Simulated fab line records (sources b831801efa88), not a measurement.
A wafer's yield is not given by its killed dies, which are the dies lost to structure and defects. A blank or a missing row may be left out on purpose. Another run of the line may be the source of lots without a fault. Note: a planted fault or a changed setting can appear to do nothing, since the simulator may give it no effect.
Chamber matching :: flow gf180mcu :: GF_V5_CVD_02 on pecvd-03: 3 sister chambers
The step deposits SiO2 from TEOS, target thk 1450 nm, time 163.28 s. 3 wafers are shown with their chamber, then 7 later ones without.

== WAFERS, EACH WITH ITS CHAMBER ==
wafer: L082.5
chamber: 2
heater-power-w (W): 864

wafer: L083.1
chamber: 1
heater-power-w (W): 692

wafer: L083.2
chamber: 0
heater-power-w (W): 633

== WAFERS WITH NO CHAMBER GIVEN ==
wafer: L083.4
heater-power-w (W): 509

wafer: L086.2
heater-power-w (W): 878

wafer: L086.4
heater-power-w (W): 502

wafer: L086.5
heater-power-w (W): 786

wafer: L089.1
heater-power-w (W): 767

wafer: L089.2
heater-power-w (W): 545

wafer: L089.3
heater-power-w (W): 865

== THE CHAMBER EACH PASSED THROUGH ==
wafer: L083.4
from the rows above: can't be placed: 0 or 1
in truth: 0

wafer: L086.2
from the rows above: can't be placed: 2 or 1
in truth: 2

wafer: L086.4
from the rows above: can't be placed: 0 or 1
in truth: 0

wafer: L086.5
from the rows above: can't be placed: 2 or 1 or 0
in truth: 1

wafer: L089.1
from the rows above: can't be placed: 1 or 2 or 0
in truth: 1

wafer: L089.2
from the rows above: can't be placed: 0 or 1
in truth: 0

wafer: L089.3
from the rows above: can't be placed: 2 or 1
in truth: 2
Correctly placed: 0 of 7. Unplaceable from these rows: 7, with the true chamber sitting among the candidates in 7. Number placed wrongly: 0.
How it was worked out, from the rows above alone: a wafer's distance from a chamber is the root of the sum, over the readings, of the square of ((its reading less the chamber's mean) divided by the reading's scatter). If the next closest chamber is less than 2 further off than the closest, the wafer can't be placed; otherwise it belongs to the closest. Each chamber's mean is taken over the wafers shown for it. The scatter (one wafer shown for each chamber): square how far every hidden wafer sits from the nearest shown wafer, average those squares and take the square root.
